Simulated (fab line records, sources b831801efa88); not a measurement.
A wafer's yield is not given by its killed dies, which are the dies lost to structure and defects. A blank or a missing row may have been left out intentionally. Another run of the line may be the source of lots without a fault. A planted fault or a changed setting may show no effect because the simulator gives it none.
fab line records || flow sky130
record {"lots": 13, "wafers": 39, "last_day": 50}
route steps=708 shown DNWELL@44 VT_ADJUST_LVTN@104 SONOS_ONO@182 VIA3@573
lots with no fault: from the same line, run without faults
start_h: the number of hours between the record's first day and the start of the first shown wafer of the lot || wait_h: time in hours since the lot's previous step || " unchanged from the row above || L1.1+2: one row covering several wafers at once || - either no value or no given start || * or withheld: withheld || < > ~ a bound
route shown NAME@n: names a module that has steps shown in the file, with the first one's number in the route || usual: mean and standard deviation over wafers with no fault || same: alike in all rows || chamber/n: place in a boat || sites: each site's reading || _std_site: standard deviation of those values || _edge_site: the outer-site mean with the inner-site mean subtracted || radius_mm: for every site, how far away it sits from the centre of the wafer || mask NAME#n: copy n || behind: the most recent tool/chamber to have shaped the wafer || hold: what put the lot on hold/how long, in hours/how the hold closed || device: names the non-switching transistor (n, p or np) || end of line: at the end of the route, the tests of the same wafers || a step without rows: its recipe alone || killed: not the wafer's yield, but the dies lost to structure and defects at the first sort || map: a wafer's dies, marking killed ones x, the rest . and places with no die _
set.NAME: the run value of the setting; set.NAME@STEP: its run value at that earlier step || model.NAME: the simulator's own value behind a step, which no gauge read
steps of the route over a sample of lots; a table a step, a row a wafer
services: a tool's chamber out of use, with start hour (start_h, from the record's first day; less than 0 if before it), hours out, and reason
## steps
# step SKY_DNWELL_TW_MEAS_09
# usual {"DNWELL_TW": "1112/12"}
{"lot.wafer": "L508.2", "tool": "film_metro-03", "chamber": "-", "start_h": 59.61, "wait_h": 0.1, "DNWELL_TW": 1109}
{"lot.wafer": "L508.3", "tool": "film_metro-03", "chamber": "-", "start_h": 59.61, "wait_h": 0.1, "DNWELL_TW": 1104}
{"lot.wafer": "L508.6", "tool": "film_metro-03", "chamber": "-", "start_h": 59.61, "wait_h": 0.1, "DNWELL_TW": 1103}
{"lot.wafer": "L509.3", "tool": "film_metro-03", "chamber": "-", "start_h": 68.60, "wait_h": 0.1, "DNWELL_TW": 1102}
{"lot.wafer": "L509.5", "tool": "film_metro-03", "chamber": "-", "start_h": 68.60, "wait_h": 0.1, "DNWELL_TW": 1095}
{"lot.wafer": "L509.6", "tool": "film_metro-03", "chamber": "-", "start_h": 68.60, "wait_h": 0.1, "DNWELL_TW": 1106}
{"lot.wafer": "L512.4", "tool": "film_metro-03", "chamber": "-", "start_h": 84.58, "wait_h": 0.1, "DNWELL_TW": 1111}
{"lot.wafer": "L512.5", "tool": "film_metro-03", "chamber": "-", "start_h": 84.58, "wait_h": 0.1, "DNWELL_TW": 1103}
{"lot.wafer": "L512.6", "tool": "film_metro-03", "chamber": "-", "start_h": 84.58, "wait_h": 0.1, "DNWELL_TW": 1104}
{"lot.wafer": "L514.2", "tool": "film_metro-04", "chamber": "-", "start_h": 91.52, "wait_h": 0.1, "DNWELL_TW": 1124}
{"lot.wafer": "L514.5", "tool": "film_metro-04", "chamber": "-", "start_h": 91.52, "wait_h": 0.1, "DNWELL_TW": 1120}
{"lot.wafer": "L514.6", "tool": "film_metro-04", "chamber": "-", "start_h": 91.52, "wait_h": 0.1, "DNWELL_TW": 1127}
{"lot.wafer": "L513.1", "tool": "film_metro-04", "chamber": "-", "start_h": 92.21, "wait_h": 0.1, "DNWELL_TW": 1130}
{"lot.wafer": "L513.2", "tool": "film_metro-04", "chamber": "-", "start_h": 92.21, "wait_h": 0.1, "DNWELL_TW": 1134}
{"lot.wafer": "L513.3", "tool": "film_metro-04", "chamber": "-", "start_h": 92.21, "wait_h": 0.1, "DNWELL_TW": 1130}
{"lot.wafer": "L517.4", "tool": "film_metro-02", "chamber": "-", "start_h": 102.31, "wait_h": 0.1, "DNWELL_TW": 1119}
{"lot.wafer": "L517.5", "tool": "film_metro-02", "chamber": "-", "start_h": 102.31, "wait_h": 0.1, "DNWELL_TW": 1117}
{"lot.wafer": "L517.6", "tool": "film_metro-02", "chamber": "-", "start_h": 102.31, "wait_h": 0.1, "DNWELL_TW": 1112}
{"lot.wafer": "L520.2", "tool": "film_metro-03", "chamber": "-", "start_h": 121.99, "wait_h": 0.1, "DNWELL_TW": 1097}
{"lot.wafer": "L520.5", "tool": "film_metro-03", "chamber": "-", "start_h": 121.99, "wait_h": 0.1, "DNWELL_TW": 1091}
{"lot.wafer": "L520.6", "tool": "film_metro-03", "chamber": "-", "start_h": 121.99, "wait_h": 0.1, "DNWELL_TW": 1087}
{"lot.wafer": "L526.3", "tool": "film_metro-03", "chamber": "-", "start_h": 148.88, "wait_h": 0.1, "DNWELL_TW": 1100}
{"lot.wafer": "L526.5", "tool": "film_metro-03", "chamber": "-", "start_h": 148.88, "wait_h": 0.1, "DNWELL_TW": 1102}
{"lot.wafer": "L526.6", "tool": "film_metro-03", "chamber": "-", "start_h": 148.88, "wait_h": 0.1, "DNWELL_TW": 1096}
{"lot.wafer": "L527.4", "tool": "film_metro-04", "chamber": "-", "start_h": 158.03, "wait_h": 0.1, "DNWELL_TW": 1133}
{"lot.wafer": "L527.5", "tool": "film_metro-04", "chamber": "-", "start_h": 158.03, "wait_h": 0.1, "DNWELL_TW": 1134}
{"lot.wafer": "L527.6", "tool": "film_metro-04", "chamber": "-", "start_h": 158.03, "wait_h": 0.1, "DNWELL_TW": 1131}
{"lot.wafer": "L528.3", "tool": "film_metro-02", "chamber": "-", "start_h": 162.52, "wait_h": 0.1, "DNWELL_TW": 1114}
{"lot.wafer": "L528.4", "tool": "film_metro-02", "chamber": "-", "start_h": 162.52, "wait_h": 0.1, "DNWELL_TW": 1113}
{"lot.wafer": "L528.6", "tool": "film_metro-02", "chamber": "-", "start_h": 162.52, "wait_h": 0.1, "DNWELL_TW": 1114}
{"lot.wafer": "L529.2", "tool": "film_metro-02", "chamber": "-", "start_h": 166.34, "wait_h": 0.1, "DNWELL_TW": 1116}
{"lot.wafer": "L529.4", "tool": "film_metro-02", "chamber": "-", "start_h": 166.34, "wait_h": 0.1, "DNWELL_TW": 1110}
{"lot.wafer": "L529.6", "tool": "film_metro-02", "chamber": "-", "start_h": 166.34, "wait_h": 0.1, "DNWELL_TW": 1111}
{"lot.wafer": "L530.1", "tool": "film_metro-03", "chamber": "-", "start_h": 169.91, "wait_h": 0.1, "DNWELL_TW": 1101}
{"lot.wafer": "L530.2", "tool": "film_metro-03", "chamber": "-", "start_h": 169.91, "wait_h": 0.1, "DNWELL_TW": 1100}
{"lot.wafer": "L530.4", "tool": "film_metro-03", "chamber": "-", "start_h": 169.91, "wait_h": 0.1, "DNWELL_TW": 1104}
{"lot.wafer": "L531.2", "tool": "film_metro-04", "chamber": "-", "start_h": 176.14, "wait_h": 0.1, "DNWELL_TW": 1114}
{"lot.wafer": "L531.3", "tool": "film_metro-04", "chamber": "-", "start_h": 176.14, "wait_h": 0.1, "DNWELL_TW": 1116}
{"lot.wafer": "L531.4", "tool": "film_metro-04", "chamber": "-", "start_h": 176.14, "wait_h": 0.1, "DNWELL_TW": 1114}
# step SKY_VT_ADJUST_LVTN_OVL_MEAS_07
# usual {"VT_ADJUST_LVTN_OVL": "1.2/1.5"}
{"lot.wafer": "L508.2", "tool": "overlay-01", "chamber": "-", "start_h": 148.27, "wait_h": "-", "VT_ADJUST_LVTN_OVL[nm]": 0.0}
{"lot.wafer": "L508.3", "tool": "overlay-01", "chamber": "-", "start_h": 148.27, "wait_h": "-", "VT_ADJUST_LVTN_OVL[nm]": -2.2}
{"lot.wafer": "L508.6", "tool": "overlay-01", "chamber": "-", "start_h": 148.27, "wait_h": "-", "VT_ADJUST_LVTN_OVL[nm]": -0.5}
{"lot.wafer": "L509.3", "tool": "overlay-02", "chamber": "-", "start_h": 162.27, "wait_h": "-", "VT_ADJUST_LVTN_OVL[nm]": 0.9}
{"lot.wafer": "L509.5", "tool": "overlay-02", "chamber": "-", "start_h": 162.27, "wait_h": "-", "VT_ADJUST_LVTN_OVL[nm]": 0.4}
{"lot.wafer": "L509.6", "tool": "overlay-02", "chamber": "-", "start_h": 162.27, "wait_h": "-", "VT_ADJUST_LVTN_OVL[nm]": 0.8}
{"lot.wafer": "L512.4", "tool": "overlay-02", "chamber": "-", "start_h": 180.47, "wait_h": "-", "VT_ADJUST_LVTN_OVL[nm]": -1.2}
{"lot.wafer": "L512.5", "tool": "overlay-02", "chamber": "-", "start_h": 180.47, "wait_h": "-", "VT_ADJUST_LVTN_OVL[nm]": -0.7}
{"lot.wafer": "L512.6", "tool": "overlay-02", "chamber": "-", "start_h": 180.47, "wait_h": "-", "VT_ADJUST_LVTN_OVL[nm]": 0.0}
{"lot.wafer": "L514.2", "tool": "overlay-01", "chamber": "-", "start_h": 188.62, "wait_h": "-", "VT_ADJUST_LVTN_OVL[nm]": 3.4}
{"lot.wafer": "L514.5", "tool": "overlay-01", "chamber": "-", "start_h": 188.62, "wait_h": "-", "VT_ADJUST_LVTN_OVL[nm]": 2.5}
{"lot.wafer": "L514.6", "tool": "overlay-01", "chamber": "-", "start_h": 188.62, "wait_h": "-", "VT_ADJUST_LVTN_OVL[nm]": 4.7}
{"lot.wafer": "L513.1", "tool": "overlay-02", "chamber": "-", "start_h": 189.70, "wait_h": "-", "VT_ADJUST_LVTN_OVL[nm]": 0.9}
{"lot.wafer": "L513.2", "tool": "overlay-02", "chamber": "-", "start_h": 189.70, "wait_h": "-", "VT_ADJUST_LVTN_OVL[nm]": 1.1}
{"lot.wafer": "L513.3", "tool": "overlay-02", "chamber": "-", "start_h": 189.70, "wait_h": "-", "VT_ADJUST_LVTN_OVL[nm]": 2.3}
{"lot.wafer": "L517.4", "tool": "overlay-02", "chamber": "-", "start_h": 201.17, "wait_h": "-", "VT_ADJUST_LVTN_OVL[nm]": 1.8}
{"lot.wafer": "L517.5", "tool": "overlay-02", "chamber": "-", "start_h": 201.17, "wait_h": "-", "VT_ADJUST_LVTN_OVL[nm]": 1.2}
{"lot.wafer": "L517.6", "tool": "overlay-02", "chamber": "-", "start_h": 201.17, "wait_h": "-", "VT_ADJUST_LVTN_OVL[nm]": -0.6}
{"lot.wafer": "L520.2", "tool": "overlay-02", "chamber": "-", "start_h": 224.25, "wait_h": "-", "VT_ADJUST_LVTN_OVL[nm]": 3.5}
{"lot.wafer": "L520.5", "tool": "overlay-02", "chamber": "-", "start_h": 224.25, "wait_h": "-", "VT_ADJUST_LVTN_OVL[nm]": 1.4}
{"lot.wafer": "L520.6", "tool": "overlay-02", "chamber": "-", "start_h": 224.25, "wait_h": "-", "VT_ADJUST_LVTN_OVL[nm]": 1.0}
{"lot.wafer": "L526.3", "tool": "overlay-01", "chamber": "-", "start_h": 256.01, "wait_h": "-", "VT_ADJUST_LVTN_OVL[nm]": -1.4}
{"lot.wafer": "L526.5", "tool": "overlay-01", "chamber": "-", "start_h": 256.01, "wait_h": "-", "VT_ADJUST_LVTN_OVL[nm]": 1.4}
{"lot.wafer": "L526.6", "tool": "overlay-01", "chamber": "-", "start_h": 256.01, "wait_h": "-", "VT_ADJUST_LVTN_OVL[nm]": -0.5}
{"lot.wafer": "L527.4", "tool": "overlay-01", "chamber": "-", "start_h": 266.70, "wait_h": "-", "VT_ADJUST_LVTN_OVL[nm]": 1.2}
{"lot.wafer": "L527.5", "tool": "overlay-01", "chamber": "-", "start_h": 266.70, "wait_h": "-", "VT_ADJUST_LVTN_OVL[nm]": 0.6}
{"lot.wafer": "L527.6", "tool": "overlay-01", "chamber": "-", "start_h": 266.70, "wait_h": "-", "VT_ADJUST_LVTN_OVL[nm]": -0.8}
{"lot.wafer": "L528.3", "tool": "overlay-01", "chamber": "-", "start_h": 273.52, "wait_h": "-", "VT_ADJUST_LVTN_OVL[nm]": 0.7}
{"lot.wafer": "L528.4", "tool": "overlay-01", "chamber": "-", "start_h": 273.52, "wait_h": "-", "VT_ADJUST_LVTN_OVL[nm]": -0.1}
{"lot.wafer": "L528.6", "tool": "overlay-01", "chamber": "-", "start_h": 273.52, "wait_h": "-", "VT_ADJUST_LVTN_OVL[nm]": -0.4}
{"lot.wafer": "L529.2", "tool": "overlay-01", "chamber": "-", "start_h": 279.15, "wait_h": "-", "VT_ADJUST_LVTN_OVL[nm]": 1.3}
{"lot.wafer": "L529.4", "tool": "overlay-01", "chamber": "-", "start_h": 279.15, "wait_h": "-", "VT_ADJUST_LVTN_OVL[nm]": -0.4}
{"lot.wafer": "L529.6", "tool": "overlay-01", "chamber": "-", "start_h": 279.15, "wait_h": "-", "VT_ADJUST_LVTN_OVL[nm]": 1.4}
{"lot.wafer": "L530.1", "tool": "overlay-02", "chamber": "-", "start_h": 282.73, "wait_h": "-", "VT_ADJUST_LVTN_OVL[nm]": 3.6}
{"lot.wafer": "L530.2", "tool": "overlay-02", "chamber": "-", "start_h": 282.73, "wait_h": "-", "VT_ADJUST_LVTN_OVL[nm]": 2.4}
{"lot.wafer": "L530.4", "tool": "overlay-02", "chamber": "-", "start_h": 282.73, "wait_h": "-", "VT_ADJUST_LVTN_OVL[nm]": 1.6}
{"lot.wafer": "L531.2", "tool": "overlay-02", "chamber": "-", "start_h": 289.45, "wait_h": "-", "VT_ADJUST_LVTN_OVL[nm]": 2.9}
{"lot.wafer": "L531.3", "tool": "overlay-02", "chamber": "-", "start_h": 289.45, "wait_h": "-", "VT_ADJUST_LVTN_OVL[nm]": 2.2}
{"lot.wafer": "L531.4", "tool": "overlay-02", "chamber": "-", "start_h": 289.45, "wait_h": "-", "VT_ADJUST_LVTN_OVL[nm]": 0.3}
# step SKY_SONOS_ONO_OVL_MEAS_14
# usual {"SONOS_ONO_OVL": "0.3/1.2"}
{"lot.wafer": "L508.2", "tool": "overlay-02", "chamber": "-", "start_h": 287.84, "wait_h": 0.1, "SONOS_ONO_OVL[nm]": 0.2}
{"lot.wafer": "L508.3", "tool": "overlay-02", "chamber": "-", "start_h": 287.84, "wait_h": 0.1, "SONOS_ONO_OVL[nm]": 1.8}
{"lot.wafer": "L508.6", "tool": "overlay-02", "chamber": "-", "start_h": 287.84, "wait_h": 0.1, "SONOS_ONO_OVL[nm]": -0.5}
{"lot.wafer": "L509.3", "tool": "overlay-02", "chamber": "-", "start_h": 303.79, "wait_h": 0.1, "SONOS_ONO_OVL[nm]": 0.1}
{"lot.wafer": "L509.5", "tool": "overlay-02", "chamber": "-", "start_h": 303.79, "wait_h": 0.1, "SONOS_ONO_OVL[nm]": -0.9}
{"lot.wafer": "L509.6", "tool": "overlay-02", "chamber": "-", "start_h": 303.79, "wait_h": 0.1, "SONOS_ONO_OVL[nm]": -0.7}
{"lot.wafer": "L512.4", "tool": "overlay-02", "chamber": "-", "start_h": 324.60, "wait_h": 0.1, "SONOS_ONO_OVL[nm]": 0.6}
{"lot.wafer": "L512.5", "tool": "overlay-02", "chamber": "-", "start_h": 324.60, "wait_h": 0.1, "SONOS_ONO_OVL[nm]": 1.4}
{"lot.wafer": "L512.6", "tool": "overlay-02", "chamber": "-", "start_h": 324.60, "wait_h": 0.1, "SONOS_ONO_OVL[nm]": 1.4}
{"lot.wafer": "L514.2", "tool": "overlay-02", "chamber": "-", "start_h": 336.76, "wait_h": 0.1, "SONOS_ONO_OVL[nm]": 0.3}
{"lot.wafer": "L514.5", "tool": "overlay-02", "chamber": "-", "start_h": 336.76, "wait_h": 0.1, "SONOS_ONO_OVL[nm]": 1.3}
{"lot.wafer": "L514.6", "tool": "overlay-02", "chamber": "-", "start_h": 336.76, "wait_h": 0.1, "SONOS_ONO_OVL[nm]": 0.9}
{"lot.wafer": "L513.1", "tool": "overlay-02", "chamber": "-", "start_h": 337.98, "wait_h": 0.1, "SONOS_ONO_OVL[nm]": -0.9}
{"lot.wafer": "L513.2", "tool": "overlay-02", "chamber": "-", "start_h": 337.98, "wait_h": 0.1, "SONOS_ONO_OVL[nm]": -0.7}
{"lot.wafer": "L513.3", "tool": "overlay-02", "chamber": "-", "start_h": 337.98, "wait_h": 0.1, "SONOS_ONO_OVL[nm]": -2.1}
{"lot.wafer": "L517.4", "tool": "overlay-01", "chamber": "-", "start_h": 351.35, "wait_h": 0.1, "SONOS_ONO_OVL[nm]": 0.0}
{"lot.wafer": "L517.5", "tool": "overlay-01", "chamber": "-", "start_h": 351.35, "wait_h": 0.1, "SONOS_ONO_OVL[nm]": 0.6}
{"lot.wafer": "L517.6", "tool": "overlay-01", "chamber": "-", "start_h": 351.35, "wait_h": 0.1, "SONOS_ONO_OVL[nm]": -0.2}
{"lot.wafer": "L520.2", "tool": "overlay-02", "chamber": "-", "start_h": 386.44, "wait_h": 0.1, "SONOS_ONO_OVL[nm]": 1.0}
{"lot.wafer": "L520.5", "tool": "overlay-02", "chamber": "-", "start_h": 386.44, "wait_h": 0.1, "SONOS_ONO_OVL[nm]": 0.4}
{"lot.wafer": "L520.6", "tool": "overlay-02", "chamber": "-", "start_h": 386.44, "wait_h": 0.1, "SONOS_ONO_OVL[nm]": 1.5}
{"lot.wafer": "L526.3", "tool": "overlay-01", "chamber": "-", "start_h": 422.16, "wait_h": 0.1, "SONOS_ONO_OVL[nm]": -1.0}
{"lot.wafer": "L526.5", "tool": "overlay-01", "chamber": "-", "start_h": 422.16, "wait_h": 0.1, "SONOS_ONO_OVL[nm]": 0.8}
{"lot.wafer": "L526.6", "tool": "overlay-01", "chamber": "-", "start_h": 422.16, "wait_h": 0.1, "SONOS_ONO_OVL[nm]": 0.4}
{"lot.wafer": "L527.4", "tool": "overlay-01", "chamber": "-", "start_h": 439.30, "wait_h": 0.1, "SONOS_ONO_OVL[nm]": -0.1}
{"lot.wafer": "L527.5", "tool": "overlay-01", "chamber": "-", "start_h": 439.30, "wait_h": 0.1, "SONOS_ONO_OVL[nm]": -2.2}
{"lot.wafer": "L527.6", "tool": "overlay-01", "chamber": "-", "start_h": 439.30, "wait_h": 0.1, "SONOS_ONO_OVL[nm]": -0.2}
{"lot.wafer": "L528.3", "tool": "overlay-01", "chamber": "-", "start_h": 445.01, "wait_h": 0.1, "SONOS_ONO_OVL[nm]": 0.2}
{"lot.wafer": "L528.4", "tool": "overlay-01", "chamber": "-", "start_h": 445.01, "wait_h": 0.1, "SONOS_ONO_OVL[nm]": -0.7}
{"lot.wafer": "L528.6", "tool": "overlay-01", "chamber": "-", "start_h": 445.01, "wait_h": 0.1, "SONOS_ONO_OVL[nm]": -0.3}
{"lot.wafer": "L529.2", "tool": "overlay-01", "chamber": "-", "start_h": 450.30, "wait_h": 0.1, "SONOS_ONO_OVL[nm]": 0.1}
{"lot.wafer": "L529.4", "tool": "overlay-01", "chamber": "-", "start_h": 450.30, "wait_h": 0.1, "SONOS_ONO_OVL[nm]": -0.5}
{"lot.wafer": "L529.6", "tool": "overlay-01", "chamber": "-", "start_h": 450.30, "wait_h": 0.1, "SONOS_ONO_OVL[nm]": -1.1}
{"lot.wafer": "L530.1", "tool": "overlay-02", "chamber": "-", "start_h": 454.73, "wait_h": 0.1, "SONOS_ONO_OVL[nm]": 1.9}
{"lot.wafer": "L530.2", "tool": "overlay-02", "chamber": "-", "start_h": 454.73, "wait_h": 0.1, "SONOS_ONO_OVL[nm]": 2.2}
{"lot.wafer": "L530.4", "tool": "overlay-02", "chamber": "-", "start_h": 454.73, "wait_h": 0.1, "SONOS_ONO_OVL[nm]": 0.7}
{"lot.wafer": "L531.2", "tool": "overlay-02", "chamber": "-", "start_h": 465.01, "wait_h": 0.1, "SONOS_ONO_OVL[nm]": 1.0}
{"lot.wafer": "L531.3", "tool": "overlay-02", "chamber": "-", "start_h": 465.01, "wait_h": 0.1, "SONOS_ONO_OVL[nm]": 1.7}
{"lot.wafer": "L531.4", "tool": "overlay-02", "chamber": "-", "start_h": 465.01, "wait_h": 0.1, "SONOS_ONO_OVL[nm]": 2.5}
# step SKY_VIA3_HDPCVD_00
# recipe {"material": "SiO2", "target_thk_nm": 1635, "sigma_open_frac": 0.3, "time_s": 272.5, "temp_c": 400, "sih4_flow_sccm": 60, "pressure_mtorr": 6}
{"lot.wafer": "L508.2+3+6", "tool": "hdpcvd-01", "chamber": "0,1,1", "start_h": 917.50, "wait_h": 0.0}
{"lot.wafer": "L509.3+5+6", "tool": "hdpcvd-02", "chamber": "1,1,2", "start_h": 928.91, "wait_h": 0.0}
{"lot.wafer": "L512.4+5+6", "tool": "hdpcvd-02", "chamber": "0,2,1", "start_h": 944.39, "wait_h": 0.1}
{"lot.wafer": "L514.2+5+6", "tool": "hdpcvd-02", "chamber": "1,2,1", "start_h": 958.81, "wait_h": 0.0}
{"lot.wafer": "L513.1+2+3", "tool": "hdpcvd-02", "chamber": "1,0,2", "start_h": 962.76, "wait_h": 0.0}
{"lot.wafer": "L517.4+5+6", "tool": "hdpcvd-01", "chamber": "2,0,1", "start_h": 967.72, "wait_h": 0.1}
{"lot.wafer": "L520.2+5+6", "tool": "hdpcvd-02", "chamber": "1,0,1", "start_h": 996.25, "wait_h": 0.0}
{"lot.wafer": "L526.3+5+6", "tool": "hdpcvd-01", "chamber": "2,2,1", "start_h": 1026.00, "wait_h": 0.0}
{"lot.wafer": "L527.4+5+6", "tool": "hdpcvd-01", "chamber": "0,2,1", "start_h": 1038.15, "wait_h": 0.1}
{"lot.wafer": "L528.3+4+6", "tool": "hdpcvd-01", "chamber": "0,0,1", "start_h": 1041.95, "wait_h": 0.0}
{"lot.wafer": "L529.2+4+6", "tool": "hdpcvd-01", "chamber": "1,0,1", "start_h": 1045.11, "wait_h": 0.0}
{"lot.wafer": "L530.1+2+4", "tool": "hdpcvd-01", "chamber": "1,2,0", "start_h": 1048.10, "wait_h": 0.0}
{"lot.wafer": "L531.2+3+4", "tool": "hdpcvd-02", "chamber": "1,0,0", "start_h": 1058.42, "wait_h": 0.0}
# step SKY_VIA3_THK_MEAS_01
# recipe {"reads": "SiO2_of_VIA3_HDPCVD_00"}
# usual {"VIA3_HDPCVD_THK": "1638/20"}
{"lot.wafer": "L508.2", "tool": "film_metro-02", "chamber": "-", "start_h": 917.68, "wait_h": 0.1, "VIA3_HDPCVD_THK[nm]": 1656}
{"lot.wafer": "L508.3", "tool": "film_metro-02", "chamber": "-", "start_h": 917.68, "wait_h": 0.1, "VIA3_HDPCVD_THK[nm]": 1661}
{"lot.wafer": "L508.6", "tool": "film_metro-02", "chamber": "-", "start_h": 917.68, "wait_h": 0.1, "VIA3_HDPCVD_THK[nm]": 1634}
{"lot.wafer": "L509.3", "tool": "film_metro-02", "chamber": "-", "start_h": 929.10, "wait_h": 0.1, "VIA3_HDPCVD_THK[nm]": 1655}
{"lot.wafer": "L509.5", "tool": "film_metro-02", "chamber": "-", "start_h": 929.10, "wait_h": 0.1, "VIA3_HDPCVD_THK[nm]": 1648}
{"lot.wafer": "L509.6", "tool": "film_metro-02", "chamber": "-", "start_h": 929.10, "wait_h": 0.1, "VIA3_HDPCVD_THK[nm]": 1677}
{"lot.wafer": "L512.4", "tool": "film_metro-01", "chamber": "-", "start_h": 944.50, "wait_h": 0.0, "VIA3_HDPCVD_THK[nm]": 1648}
{"lot.wafer": "L512.5", "tool": "film_metro-01", "chamber": "-", "start_h": 944.50, "wait_h": 0.0, "VIA3_HDPCVD_THK[nm]": 1669}
{"lot.wafer": "L512.6", "tool": "film_metro-01", "chamber": "-", "start_h": 944.50, "wait_h": 0.0, "VIA3_HDPCVD_THK[nm]": 1648}
{"lot.wafer": "L514.2", "tool": "film_metro-03", "chamber": "-", "start_h": 958.99, "wait_h": 0.1, "VIA3_HDPCVD_THK[nm]": 1636}
{"lot.wafer": "L514.5", "tool": "film_metro-03", "chamber": "-", "start_h": 958.99, "wait_h": 0.1, "VIA3_HDPCVD_THK[nm]": 1652}
{"lot.wafer": "L514.6", "tool": "film_metro-03", "chamber": "-", "start_h": 958.99, "wait_h": 0.1, "VIA3_HDPCVD_THK[nm]": 1646}
{"lot.wafer": "L513.1", "tool": "film_metro-03", "chamber": "-", "start_h": 962.93, "wait_h": 0.1, "VIA3_HDPCVD_THK[nm]": 1654}
{"lot.wafer": "L513.2", "tool": "film_metro-03", "chamber": "-", "start_h": 962.93, "wait_h": 0.1, "VIA3_HDPCVD_THK[nm]": 1656}
{"lot.wafer": "L513.3", "tool": "film_metro-03", "chamber": "-", "start_h": 962.93, "wait_h": 0.1, "VIA3_HDPCVD_THK[nm]": 1667}
{"lot.wafer": "L517.4", "tool": "film_metro-03", "chamber": "-", "start_h": 967.83, "wait_h": 0.0, "VIA3_HDPCVD_THK[nm]": 1647}
{"lot.wafer": "L517.5", "tool": "film_metro-03", "chamber": "-", "start_h": 967.83, "wait_h": 0.0, "VIA3_HDPCVD_THK[nm]": 1644}
{"lot.wafer": "L517.6", "tool": "film_metro-03", "chamber": "-", "start_h": 967.83, "wait_h": 0.0, "VIA3_HDPCVD_THK[nm]": 1618}
{"lot.wafer": "L520.2", "tool": "film_metro-02", "chamber": "-", "start_h": 996.52, "wait_h": 0.2, "VIA3_HDPCVD_THK[nm]": 1669}
{"lot.wafer": "L520.5", "tool": "film_metro-02", "chamber": "-", "start_h": 996.52, "wait_h": 0.2, "VIA3_HDPCVD_THK[nm]": 1649}
{"lot.wafer": "L520.6", "tool": "film_metro-02", "chamber": "-", "start_h": 996.52, "wait_h": 0.2, "VIA3_HDPCVD_THK[nm]": 2645}
{"lot.wafer": "L526.3", "tool": "film_metro-01", "chamber": "-", "start_h": 1026.19, "wait_h": 0.1, "VIA3_HDPCVD_THK[nm]": 1611}
{"lot.wafer": "L526.5", "tool": "film_metro-01", "chamber": "-", "start_h": 1026.19, "wait_h": 0.1, "VIA3_HDPCVD_THK[nm]": 1609}
{"lot.wafer": "L526.6", "tool": "film_metro-01", "chamber": "-", "start_h": 1026.19, "wait_h": 0.1, "VIA3_HDPCVD_THK[nm]": 1595}
{"lot.wafer": "L527.4", "tool": "film_metro-02", "chamber": "-", "start_h": 1038.26, "wait_h": 0.0, "VIA3_HDPCVD_THK[nm]": 1616}
{"lot.wafer": "L527.5", "tool": "film_metro-02", "chamber": "-", "start_h": 1038.26, "wait_h": 0.0, "VIA3_HDPCVD_THK[nm]": 1631}
{"lot.wafer": "L527.6", "tool": "film_metro-02", "chamber": "-", "start_h": 1038.26, "wait_h": 0.0, "VIA3_HDPCVD_THK[nm]": 1627}
{"lot.wafer": "L528.3", "tool": "film_metro-01", "chamber": "-", "start_h": 1042.16, "wait_h": 0.1, "VIA3_HDPCVD_THK[nm]": 1614}
{"lot.wafer": "L528.4", "tool": "film_metro-01", "chamber": "-", "start_h": 1042.16, "wait_h": 0.1, "VIA3_HDPCVD_THK[nm]": 1613}
{"lot.wafer": "L528.6", "tool": "film_metro-01", "chamber": "-", "start_h": 1042.16, "wait_h": 0.1, "VIA3_HDPCVD_THK[nm]": 1626}
{"lot.wafer": "L529.2", "tool": "film_metro-01", "chamber": "-", "start_h": 1045.29, "wait_h": 0.1, "VIA3_HDPCVD_THK[nm]": 1621}
{"lot.wafer": "L529.4", "tool": "film_metro-01", "chamber": "-", "start_h": 1045.29, "wait_h": 0.1, "VIA3_HDPCVD_THK[nm]": 1588}
{"lot.wafer": "L529.6", "tool": "film_metro-01", "chamber": "-", "start_h": 1045.29, "wait_h": 0.1, "VIA3_HDPCVD_THK[nm]": 1620}
{"lot.wafer": "L530.1", "tool": "film_metro-01", "chamber": "-", "start_h": 1048.27, "wait_h": 0.1, "VIA3_HDPCVD_THK[nm]": 1635}
{"lot.wafer": "L530.2", "tool": "film_metro-01", "chamber": "-", "start_h": 1048.27, "wait_h": 0.1, "VIA3_HDPCVD_THK[nm]": 1629}
{"lot.wafer": "L530.4", "tool": "film_metro-01", "chamber": "-", "start_h": 1048.27, "wait_h": 0.1, "VIA3_HDPCVD_THK[nm]": 1625}
{"lot.wafer": "L531.2", "tool": "film_metro-03", "chamber": "-", "start_h": 1058.60, "wait_h": 0.1, "VIA3_HDPCVD_THK[nm]": 1677}
{"lot.wafer": "L531.3", "tool": "film_metro-03", "chamber": "-", "start_h": 1058.60, "wait_h": 0.1, "VIA3_HDPCVD_THK[nm]": 1629}
{"lot.wafer": "L531.4", "tool": "film_metro-03", "chamber": "-", "start_h": 1058.60, "wait_h": 0.1, "VIA3_HDPCVD_THK[nm]": 1653}
## services
{"tool": "hdpcvd-02", "chamber": "-", "start_h": 906.37, "hours": 14.6, "kind": "pm"}
{"tool": "hdpcvd-01", "chamber": "-", "start_h": 950.25, "hours": 15.0, "kind": "pm"}
{"tool": "hdpcvd-01", "chamber": 0, "start_h": 950.25, "hours": 15.0, "kind": "vent_cycle"}
{"tool": "hdpcvd-01", "chamber": 1, "start_h": 950.25, "hours": 15.0, "kind": "vent_cycle"}
{"tool": "hdpcvd-01", "chamber": 2, "start_h": 950.25, "hours": 15.0, "kind": "vent_cycle"}
{"tool": "hdpcvd-01", "chamber": 0, "start_h": 965.25, "hours": "-", "kind": "clean"}
{"tool": "hdpcvd-01", "chamber": 1, "start_h": 965.25, "hours": "-", "kind": "clean"}
{"tool": "hdpcvd-01", "chamber": 2, "start_h": 965.25, "hours": "-", "kind": "clean"}
{"tool": "hdpcvd-02", "chamber": 0, "start_h": 969.72, "hours": 3.0, "kind": "repair"}
{"tool": "hdpcvd-02", "chamber": 2, "start_h": 989.88, "hours": 12.0, "kind": "repair"}
{"tool": "hdpcvd-02", "chamber": 1, "start_h": 1007.57, "hours": 10.5, "kind": "repair"}
{"tool": "hdpcvd-02", "chamber": 0, "start_h": 1019.44, "hours": 2.4, "kind": "repair"}
## key
first_sign {"step": "SKY_VIA3_THK_MEAS_01", "reading": "VIA3_HDPCVD_THK", "direction": "up", "sigmas": 51, "usual": 1638, "struck": 2645}
effect none on later readings
met_at SKY_VIA3_HDPCVD_00
struck_lots L520
struck_wafers L520.6
not_acting_at SKY_DNWELL_TW_MEAS_09,SKY_VT_ADJUST_LVTN_OVL_MEAS_07,SKY_SONOS_ONO_OVL_MEAS_14
onset_between 962.76 996.25
fault {"kind": "process_parameter_drift", "tool": "hdpcvd-02", "chamber": "-", "onset_h": 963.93, "steps": "SKY_VIA3_HDPCVD_00", "channel": "target_thk_nm", "offset": 1021.4, "shape": "step", "end_h": 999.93, "scope": "struck_wafers_only", "acts_in": "these_recipes_only", "stated": 1635}
